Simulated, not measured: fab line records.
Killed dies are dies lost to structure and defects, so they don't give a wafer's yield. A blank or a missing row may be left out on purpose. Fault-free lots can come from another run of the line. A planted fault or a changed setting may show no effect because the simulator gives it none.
Comparing a struck lot with a sound one    flow sky130    17 out of 708 route steps
Sound: these wafers, L995.1, L995.3, L995.4. Struck: wafers L104.1, L104.4. (L104.2 of the same lot was not struck and is left out.) The cause comes at the end.
Each step with rows lists, per side, the tool, then ch with its chambers, then its first start. Under that, the readings that differ: sound wafers    struck wafers    difference of the means    sigmas: that difference in standard deviations of wafers without a fault.
alike: same words and numbers on both sides, and readings whose means sit less than 2 such deviations apart. not compared: any withheld reading, any reading some wafer has no value for, any bound like >300 that may hide the same value, and any number with overlapping values for which the record gives no deviation.
Wherever a step has rows on one side only, a row that says differs or no value, or a row with sigmas, the two part there. Non-overlapping numbers with no deviation appear without sigmas and do not part them. A reading that every wafer of one side lacks parts them only if that side has two wafers or more.

first, 9 steps without rows for these wafers: SKY_CAPM_CLEAN_17 (cleans in O3/DIW); SKY_METAL3_DEHYDRATE_05 (time 60 s); SKY_METAL3_HMDS_06 (prime time 60 s); SKY_METAL3_COAT_07 (resist thk 60 nm); SKY_METAL3_COAT_08 (resist thk 1140 nm); SKY_METAL3_SOFTBAKE_09 (time 90 s); SKY_METAL3_EXPOSE_10 (exposes mask MM3, target cd 300 nm); SKY_METAL3_PEB_11; SKY_METAL3_DEVELOP_12 (develop time 60 s).
SKY_METAL3_CD_MEAS_13: the cd target is 300 nm.
  sound on cd sem-02 at day 41 00:37; struck on cd sem-02 at day 43 12:25
  alike: cd nm
SKY_METAL3_OVL_MEAS_14:
  sound on overlay-02 at day 41 00:44; struck on overlay-01 at day 43 12:32
  alike: METAL3_OVL
SKY_METAL3_DESCUM_15: chemistry O2, time 8 s.
  sound on rie metal-04 ch 0,1, day 41 00:46; struck on rie metal-04 ch 0, day 43 12:34
  alike: drypump motor current A, oes product au, temp c
  not compared: rf hours counter h
SKY_METAL3_ETCH_16: etches BARC in N2/H2, stops on SiO2, time 88.2 s, target depth 60 nm.
  sound on rie metal-04 ch 0,1, day 41 00:48; struck on rie metal-04 ch 0, day 43 12:36
reading                                        sound              struck       difference  sigmas
oes product au (a.u.)                          0.624 0.618 0.623  0.811 0.807  +0.187      +38
run length s (s)                               116.5 115.9 116.4  92.1 91.9    -24.3       -24
model.KrF-thick_of_METAL3_COAT_08.thk nm (nm)  1077 1078 1078     1091 1097    +16         
model.METAL3.cd nm (nm)                        299.8 301 299.4    303 304.4    +4          
  alike: drypump motor current A, h2 flow sccm, throttle valve pct
  not compared: rf hours counter h
SKY_METAL3_ETCH_17: etches SiO2 in C4F8/O2/Ar, stops on TiN, time 3.9 s, target depth 15 nm.
  sound on rie diel-04 ch 0,1,3, day 41 00:54; struck on rie diel-03 ch 1,3, day 43 12:42
reading                  sound              struck     difference  sigmas
model.METAL3.cd nm (nm)  299.8 301.1 299.5  303 304.4  +4          
  alike: oes product au
  not compared: rf hours counter h
SKY_METAL3_METAL_ETCH_18: etches the open film in Cl2/BCl3, stops on SiO2, target depth 845 nm, time 183.1 s.
  sound on rie metal-01 ch 0,1, day 41 00:55; struck on rie metal-01 ch 1, day 43 12:43
reading                                        sound              struck       difference  sigmas
model.KrF-thick_of_METAL3_COAT_08.thk nm (nm)  521.3 536.5 521.2  546.1 554.4  +23.9       
  alike: drypump motor current A, oes product au, run length s, throttle valve pct
  not compared: rf hours counter h
SKY_METAL3_STRIP_19: strips in O2/N2.
  sound on plasma asher-04 ch 0,1, day 41 01:06; struck on plasma asher-02 ch 0,1, day 43 12:54
reading                       sound           struck     difference  sigmas
strip time to endpoint s (s)  6.47 6.62 6.47  6.72 6.82  +0.25       +3
  alike: drypump motor current A, o2 flow sccm, oes product au
  not compared: rf hours counter h
-- the record jumps here: 6 days lie between the struck wafers' starts before and after (it left off in module METAL3 and takes up again in module PAD_OPEN, whose first step shown is number 708 of the route) --
SKY_PAD_OPEN_PROBE_99:
  sound on prober-02 at day 47 21:37; struck on prober-01 at day 49 19:39
  alike: defect limited yield, killed_at_M0_to_M3, killed_at_M4_up, killed at contacts, killed at front end, killed at other, killed dies, killed open, killed short, sort_bin_3_pad_short, sort_bin_5_function, sort_bin_6_memory, sort n pass, sort yield pct

WHERE THEY PART
Earliest at SKY_METAL3_ETCH_16; latest, in this record, at SKY_METAL3_STRIP_19. Later steps at which nothing parts them and some readings are alike: SKY_PAD_OPEN_PROBE_99.

WHY: the cause the simulator had injected
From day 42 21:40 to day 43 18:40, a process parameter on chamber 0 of rie metal-04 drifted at SKY_METAL3_ETCH_16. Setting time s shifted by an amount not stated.
